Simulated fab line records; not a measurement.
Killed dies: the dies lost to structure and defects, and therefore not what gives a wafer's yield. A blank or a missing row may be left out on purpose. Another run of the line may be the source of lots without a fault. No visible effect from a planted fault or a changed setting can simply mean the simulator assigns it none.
A struck lot beside a sound one + flow sky130 + 15 out of 708 route steps
Sound: these wafers, L198.2, L198.3, L198.6. The struck wafers were L212.2, L212.3, L212.5. The cause is given at the end.
Each step with rows lists, per side, the tool, then ch with its chambers, then its first start. Under that, the readings that differ: sound wafers + struck wafers + difference of the means + sigmas: that difference in standard deviations of wafers without a fault.
alike: words and numbers the same on both sides, and readings whose means are apart by under 2 such deviations; not compared: readings that were withheld, readings missing a value for some wafer, numbers with overlapping values and no deviation given by the record, and bounds like >300 which may hide the same value.
Wherever a step has rows on one side only, a row that says differs or no value, or a row with sigmas, the two part there. Numbers that don't overlap but have no deviation are shown without sigmas and don't part them. Lack of a reading on every wafer of one side parts them only where that side has two or more wafers.

first, 2 steps without rows for these wafers: SKY_CONTACT_PEB_12; SKY_CONTACT_DEVELOP_13 (develop time 60 s).
SKY_CONTACT_CD_MEAS_14 targets a cd of 170 nm.
  sound: cd sem-02 at day 32 17:26; struck: cd sem-02 at day 36 23:25
| reading    | sound             | struck            | difference | sigmas |
|------------|-------------------|-------------------|------------|--------|
| cd nm (nm) | 166.9 167.7 168.6 | 171.3 170.5 170.8 | +3.1       | +2     |
SKY_CONTACT_OVL_MEAS_15:
  sound: overlay-01 at day 32 17:33; struck: overlay-01 at day 36 23:31
| reading          | sound    | struck | difference | sigmas |
|------------------|----------|--------|------------|--------|
| CONTACT_OVL (nm) | -5 -8 -8 | 7 2 4  | +11        | +2     |
SKY_CONTACT_ETCH_16: etches BARC in N2/H2, stops on SiO2, time 45.9 s, target depth 60 nm.
  sound on rie diel-03 ch 2,3, day 32 17:35; struck on rie diel-02 ch 1,2,3, day 36 23:33
  alike: drypump motor current A, oes product au, throttle valve pct
  not compared: rf hours counter h
SKY_CONTACT_ETCH_17: etches SiO2 in C4F8/O2/Ar, stops on Si3N4, target depth 340 nm.
  sound on rie diel-03 ch 2,3, day 32 17:37; struck on rie diel-02 ch 1,2,3, day 36 23:36
  alike: oes product au
SKY_CONTACT_ETCH_18: etches Si3N4 in CHF3/O2, stops on TiN, time 39 s, target depth 75 nm.
  sound: rie diel-03 ch 2,3; struck: rie diel-02 ch 1,2,3
  alike: O2_flow_sccm, drypump motor current A, oes product au, throttle valve pct
  not compared: rf hours counter h
SKY_CONTACT_STRIP_19: strips in O2/N2.
  sound on plasma asher-01 ch 0, day 32 17:43; struck on plasma asher-01 ch 0, day 36 23:41
  alike: drypump motor current A, oes product au, strip time to endpoint s
  not compared: rf hours counter h
then, 3 steps without rows for these wafers: SKY_CONTACT_STRIP_20 (strips in post etch residue remover, time 1200 s); SKY_CONTACT_CLEAN_21 (cleans in IPA, time 180 s); SKY_CONTACT_CLEAN_22 (cleans in O3/DIW).
SKY_CONTACT_SPUTTER_23: material TiN, target thk 20 nm, time 80 s.
  sound: pvd sputter-03 at day 32 18:19; struck: pvd sputter-01 at day 37 00:17
  alike: throttle valve pct
SKY_CONTACT_CVD_24: deposits W, target thk 340 nm, time 102.12 s.
  sound on cvd w-01 ch 0, day 32 18:22; struck on cvd w-02 ch 1, day 37 00:20
| reading                      | sound             | struck            | difference | sigmas |
|------------------------------|-------------------|-------------------|------------|--------|
| chamber pressure Torr (Torr) | 40.03 40.06 39.96 | 36.08 36.00 36.06 | -3.97      | -40    |
  alike: heater power outer w, heater power w
  not compared: model.W_of_CONTACT_CVD_24.thk nm
SKY_CONTACT_RS_MEAS_25: the measuring method here is four-point-probe.
  sound: film metro-01 at day 32 18:30; struck: film metro-03 at day 37 00:28
  alike: CONTACT_W_RS
-- the record jumps here: 13 days lie between the struck wafers' starts before and after (it left off in module CONTACT and takes up again in module PAD_OPEN, whose first step shown is number 708 of the route) --
SKY_PAD_OPEN_PROBE_99:
  only the struck wafers here have rows in the record (prober-01, day 50 02:17); the sound ones have none

== WHERE THEY PART ==
Last at SKY_PAD_OPEN_PROBE_99 as far as this record goes, first at SKY_CONTACT_CD_MEAS_14.

WHY: what the simulator had put in
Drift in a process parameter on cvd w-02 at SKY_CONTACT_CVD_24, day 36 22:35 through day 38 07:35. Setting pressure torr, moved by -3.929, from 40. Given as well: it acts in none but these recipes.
